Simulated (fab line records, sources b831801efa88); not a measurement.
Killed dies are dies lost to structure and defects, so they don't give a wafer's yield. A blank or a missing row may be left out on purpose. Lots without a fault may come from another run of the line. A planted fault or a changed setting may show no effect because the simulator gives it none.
Chamber matching | flow sky130 | SKY_FIELD_ISO_CMP_27 on cmp-02: 4 sister chambers
The step polishes, stops on Si3N4, t overpolish 16 s, target thk 457.8 nm. 20 wafers are shown with their chamber, then 10 later ones without.

WAFERS WITH THEIR CHAMBER
wafer  | chamber | motor_current_A (A) | time_to_endpoint_s (s) | overpolish_run_s (s)
L564.1 | 0       | 11.4                | 103                    | 15.996
L564.2 | 2       | 11.6                | 115                    | 16.005
L564.4 | 3       | 13.2                | 114                    | 15.989
L565.2 | 0       | 10.7                | 105                    | 16.009
L565.4 | 1       | 10.2                | 106                    | 15.991
L565.5 | 0       | 11.1                | 101                    | 16.012
L566.1 | 2       | 11.8                | 118                    | 15.997
L566.5 | 1       | 10.3                | 105                    | 16.007
L566.6 | 2       | 11.2                | 120                    | 16.003
L568.1 | 2       | 11.7                | 114                    | 16.005
L568.4 | 1       | 10.4                | 103                    | 16.005
L568.6 | 1       | 10.1                | 104                    | 16.011
L570.1 | 2       | 11.8                | 114                    | 15.996
L570.4 | 1       | 10.6                | 104                    | 15.995
L570.6 | 2       | 11.4                | 115                    | 15.994
L571.2 | 2       | 11.2                | 119                    | 15.989
L571.3 | 3       | 12.8                | 114                    | 16.000
L571.5 | 0       | 11.7                | 108                    | 15.995
L575.4 | 1       | 10.4                | 106                    | 16.004
L575.5 | 2       | 11.8                | 118                    | 16.008

SIGNATURES (means of the wafers above)
reading            | chamber 0 | chamber 1 | chamber 2 | chamber 3 | scatter within a chamber
motor_current_A    | 11.225    | 10.333    | 11.562    | 13.000    | 0.281
time_to_endpoint_s | 104.25    | 104.67    | 116.62    | 114.00    | 2.15
overpolish_run_s   | 16.00300  | 16.00217  | 15.99962  | 15.99450  | 0.00743
Rule: a wafer's distance from a chamber is the root of the sum, over the readings, of the square of ((its reading less the chamber's mean) divided by the reading's scatter). The wafer belongs to the nearest chamber; if the next one is less than 2 further off, it can't be placed. The scatter: the root of (the sum of the squares of (reading less its chamber's mean) over the shown wafers, divided by (wafers less chambers)).

WAFERS WITHOUT THEIR CHAMBER
wafer  | motor_current_A (A) | time_to_endpoint_s (s) | overpolish_run_s (s)
L575.6 | 12.9                | 118                    | 16.003
L576.1 | 10.0                | 105                    | 15.992
L576.2 | 12.8                | 120                    | 15.993
L576.3 | 11.4                | 115                    | 16.023
L577.2 | 11.8                | 118                    | 16.002
L577.3 | 12.7                | 118                    | 15.997
L577.5 | 11.4                | 123                    | 15.985
L578.2 | 11.6                | 121                    | 15.992
L578.3 | 10.9                | 108                    | 16.002
L578.6 | 10.5                | 103                    | 15.999

WHICH CHAMBER EACH WENT THROUGH
wafer  | from the rows above     | in truth
L575.6 | 3                       | 3
L576.1 | 1                       | 1
L576.2 | can't be placed: 3 or 2 | 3
L576.3 | 2                       | 2
L577.2 | 2                       | 2
L577.3 | can't be placed: 3 or 2 | 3
L577.5 | 2                       | 2
L578.2 | 2                       | 2
L578.3 | can't be placed: 0 or 1 | 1
L578.6 | can't be placed: 1 or 0 | 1
Placed correctly: 6 of 10. Can't be placed from these rows: 4 (the true chamber is among the candidates in 4). Placed wrongly: 0.
